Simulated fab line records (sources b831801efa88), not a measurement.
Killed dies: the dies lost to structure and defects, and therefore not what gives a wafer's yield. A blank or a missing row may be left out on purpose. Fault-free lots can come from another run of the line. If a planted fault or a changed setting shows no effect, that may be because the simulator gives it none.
8D (eight disciplines) problem report, filled in by code :: flow gf180mcu :: the parts of the form that need people (team, actions taken, sign-off) are left out

## 1. PROBLEM STATEMENT
cathode-dc-power-W at GF_M4_SPUTTER_01 reads a mean of 6136.1 W on 6 wafers of 2 lots; wafers without a fault read 6500.1 W with a standard deviation of 1.1. So: -99 or more standard deviations from the usual mean.
The step: material TiN, target thk 30 nm, time 25 s.
First seen on wafer L891.1, day 24 10:02, on pvd-sputter-04. Wafers with a number at this step in the record: 39, from 13 lots. The rule behind "out" and "out of limits": a value lying over 4 standard deviations away from the usual mean. The rest of the wafers with a number are treated as sound.

## 2. WHAT IT IS, WHAT IT ISN'T
question: which readings at this step
is: cathode-dc-power-W
is not: throttle-valve-pct

question: which lots
is: L891, L892
is not: L888, L890, L897, L899, L902, L903, L904, L906, L907, L908, L909

question: which wafers of those lots
is: all that have a number
is not: -

question: read on which tools
is: pvd-sputter-04
is not: pvd-sputter-02, pvd-sputter-03

question: when
is: from day 24 10:02
is not: up to then (6 sound wafers); but 27 sound wafers of L897, L899, L902, L903, L904, L906, L907, L908, L909 came after

## 3. WHAT RULES OUT EACH SUSPECT
Counting: a tool stays on the suspect list if, at a process step up to the reading, it processed all lots that are out and no sound lot following the first of them.
- pvd-sputter-01 at GF_V3_SPUTTER_22 (material TiN, target thk 10 nm, time 40 s): ruled out as a lasting fault. The sound lots L904, L907 went through it after L891, its earliest lot that is out (day 24 09:18).
- pvd-sputter-04 at GF_M4_SPUTTER_01 (material TiN, target thk 30 nm, time 25 s): ruled out as a lasting fault. The sound lots L906, L908, L909 went through it after L891, its earliest lot that is out (day 24 10:02).
Left after counting: nothing in the record.

## 4. THE CAUSE (what the simulator had put in)
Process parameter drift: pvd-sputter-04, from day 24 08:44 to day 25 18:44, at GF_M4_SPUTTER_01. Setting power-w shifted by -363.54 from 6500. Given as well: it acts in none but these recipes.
Counting ruled it out, wrongly.

## 5. THE CHAIN OF EFFECTS, in route order
One row per reading whose mean, taken over the struck wafers that have a number, lies over 3 standard deviations from the usual. Only readings whose record carries a usual standard deviation are examined. hours: median over the lots of the time between each lot's start at the first step of this table that gives one and its start at this step. sigmas: the change, counted in usual standard deviations.
hours: 0
step: GF_M4_SPUTTER_01
reading: cathode-dc-power-W
usual: 6500.1 W
on struck wafers: 6136.1
change: -364.0
sigmas: -99 or more
The process steps in it:
- GF_M4_SPUTTER_01: material TiN, target thk 30 nm, time 25 s.
Later measuring or inspecting steps at which every struck wafer that the step has a row for has a number for every such reading, and none has moved that far: GF_M4_RS_MEAS_05.

## 6. HOW IT WOULD HAVE BEEN CAUGHT EARLIER
In this record the first reading out of limits was taken at day 24 10:02, 1 hour after the fault began at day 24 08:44.
